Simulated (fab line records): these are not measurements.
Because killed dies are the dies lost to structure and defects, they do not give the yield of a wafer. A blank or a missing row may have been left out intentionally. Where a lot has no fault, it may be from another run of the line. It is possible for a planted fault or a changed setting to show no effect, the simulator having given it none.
Chamber matching    flow gf180mcu    GF_V5_CVD_02 on pecvd-03 has 3 sister chambers
The step deposits SiO2 from TEOS, target thk 1450 nm, time 163.28 s. 3 wafers are shown with their chamber, then 10 later ones without.

EACH WAFER AND ITS CHAMBER
wafer   chamber  heater-power-w (W)
L088.6  1        546
L090.1  0        502
L090.2  2        723

WAFERS WHOSE CHAMBER IS MISSING
wafer   heater-power-w (W)
L090.5  604
L094.3  508
L094.5  585
L094.6  537
L095.1  583
L095.3  619
L095.5  707
L096.2  634
L096.3  637
L096.6  576

EACH ONE'S CHAMBER
wafer   from the rows above           in truth
L090.5  can't be placed: 1 or 0 or 2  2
L094.3  can't be placed: 0 or 1       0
L094.5  can't be placed: 1 or 0 or 2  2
L094.6  can't be placed: 1 or 0       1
L095.1  can't be placed: 1 or 0 or 2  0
L095.3  can't be placed: 1 or 2 or 0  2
L095.5  2                             2
L096.2  can't be placed: 1 or 2 or 0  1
L096.3  can't be placed: 2 or 1 or 0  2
L096.6  can't be placed: 1 or 0       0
Correct placement for 1 of the 10. Unplaceable from these rows: 9, with the true chamber sitting among the candidates in 9. 0 placed wrongly.
How it was worked out, from the rows above alone: a wafer's distance from a chamber is the root of the sum, over the readings, of the square of ((its reading less the chamber's mean) divided by the reading's scatter). The wafer belongs to the nearest chamber; if the next one is less than 2 further off, it can't be placed. The mean given for a chamber averages the wafers shown for that chamber. The scatter: with one shown wafer a chamber, the root of the mean of the squares of how far each hidden wafer lies from its nearest shown one.
